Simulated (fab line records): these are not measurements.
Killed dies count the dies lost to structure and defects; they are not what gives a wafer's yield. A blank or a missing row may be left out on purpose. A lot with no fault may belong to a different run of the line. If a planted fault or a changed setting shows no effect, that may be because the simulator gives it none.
A struck lot beside a sound one / flow sky130 / 15 steps out of a route of 708
Sound: the wafers L453.2, L453.3, L453.6. Struck: wafer L445.2 (L445.4, L445.5, from the same lot, were not struck and are left out); the cause is given at the end.
At each step with rows: each side's tool, then ch and its chambers, then its first start. Under that, the readings that differ: sound wafers / struck wafers / difference of the means / sigmas: that difference in standard deviations of wafers without a fault.
alike: a reading whose means differ by less than 2 such deviations, as well as words and numbers matching on both sides. not compared: withheld readings; readings where some wafer has no value; bounds like >300 that might hide an equal value; numbers whose values overlap and for which the record gives no deviation.
A row with sigmas, a row that says differs or no value, or rows on one side alone: a step with any of these is where the two part. When numbers do not overlap yet have no deviation, they are printed without sigmas and do not part them. A reading missing from all wafers of one side parts the sides only when that side holds two or more wafers.

SKY_LOCAL_INTERCONNECT_THK_MEAS_02: measures by xrf.
  sound: film_metro-03 at day 35 08:28; struck: film_metro-01 at day 32 07:02
  alike: LOCAL_INTERCONNECT_TIN_THK
then, 8 steps without rows for these wafers: SKY_LOCAL_INTERCONNECT_DEHYDRATE_03 (time 60 s); SKY_LOCAL_INTERCONNECT_HMDS_04 (prime time 60 s); SKY_LOCAL_INTERCONNECT_COAT_05 (resist thk 60 nm); SKY_LOCAL_INTERCONNECT_COAT_06 (resist thk 450 nm); SKY_LOCAL_INTERCONNECT_SOFTBAKE_07 (time 90 s); SKY_LOCAL_INTERCONNECT_EXPOSE_08 (exposes mask LI1M, target cd 170 nm); SKY_LOCAL_INTERCONNECT_PEB_09; SKY_LOCAL_INTERCONNECT_DEVELOP_10 (develop time 60 s).
SKY_LOCAL_INTERCONNECT_CD_MEAS_11: the cd target is 170 nm.
  sound: cd_sem-02 at day 36 11:16; struck: cd_sem-02 at day 33 08:13
  alike: cd_nm
SKY_LOCAL_INTERCONNECT_OVL_MEAS_12:
  sound: overlay-01 at day 36 11:22; struck: overlay-02 at day 33 08:19
  alike: LOCAL_INTERCONNECT_OVL
SKY_LOCAL_INTERCONNECT_ETCH_13: etches BARC in N2/H2, stops on SiO2, time 45.9 s, target depth 60 nm.
  sound on rie_metal-04 ch 0,1, day 36 11:24; struck on rie_metal-04 ch 0, day 33 08:21
  alike: drypump_motor_current_A, he_backside_leak_sccm, oes_product_au, run_length_s, throttle_valve_pct
  not compared: rf_hours_counter_h
SKY_LOCAL_INTERCONNECT_METAL_ETCH_14: etches TiN in Cl2/BCl3, stops on PSG, target depth 110 nm, time 31.4 s.
  sound on rie_metal-04 ch 0,1, day 36 11:28; struck on rie_metal-04 ch 0, day 33 08:25
reading=oes_product_au (a.u.); sound=0.947 0.958 0.945; struck=0.912; difference=-0.038; sigmas=-5
reading=run_length_s (s); sound=59.18 59.80 59.33; struck=61.41; difference=+1.97; sigmas=+7
reading=throttle_valve_pct (%); sound=21.891 21.886 21.893; struck=21.922; difference=+0.032; sigmas=+3
reading=model.KrF-thick_of_LOCAL_INTERCONNECT_COAT_06.thk_nm (nm); sound=348.5 350.4 349.2; struck=346.8; difference=-2.6; sigmas=
  alike: drypump_motor_current_A, he_backside_leak_sccm
  not compared: rf_hours_counter_h
SKY_LOCAL_INTERCONNECT_STRIP_15: strips in O2/N2.
  sound on plasma_asher-03 ch 0,1, day 36 11:31; struck on plasma_asher-01 ch 1, day 33 08:28
  alike: drypump_motor_current_A, oes_product_au, strip_time_to_endpoint_s
  not compared: rf_hours_counter_h
-- a jump in the record: the struck wafers' starts before and after are 15 days apart (it breaks off in module LOCAL_INTERCONNECT and resumes in module PAD_OPEN, where the first step shown is number 708 of the route) --
SKY_PAD_OPEN_PROBE_99:
  sound: prober-01 at day 50 06:39; struck: prober-01 at day 48 04:54
  alike: killed_at_M0_to_M3, killed_at_M4_up, killed_at_contacts, killed_at_front_end, killed_at_other, killed_dies, killed_open, killed_short

## WHERE THEY PART
Only at SKY_LOCAL_INTERCONNECT_METAL_ETCH_14, as far as this record shows. Later steps at which nothing parts them and some readings are alike: SKY_LOCAL_INTERCONNECT_STRIP_15, SKY_PAD_OPEN_PROBE_99.

WHY: the cause the simulator had injected
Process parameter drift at SKY_LOCAL_INTERCONNECT_METAL_ETCH_14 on rie_metal-04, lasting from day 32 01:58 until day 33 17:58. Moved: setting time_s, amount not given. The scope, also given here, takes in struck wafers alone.
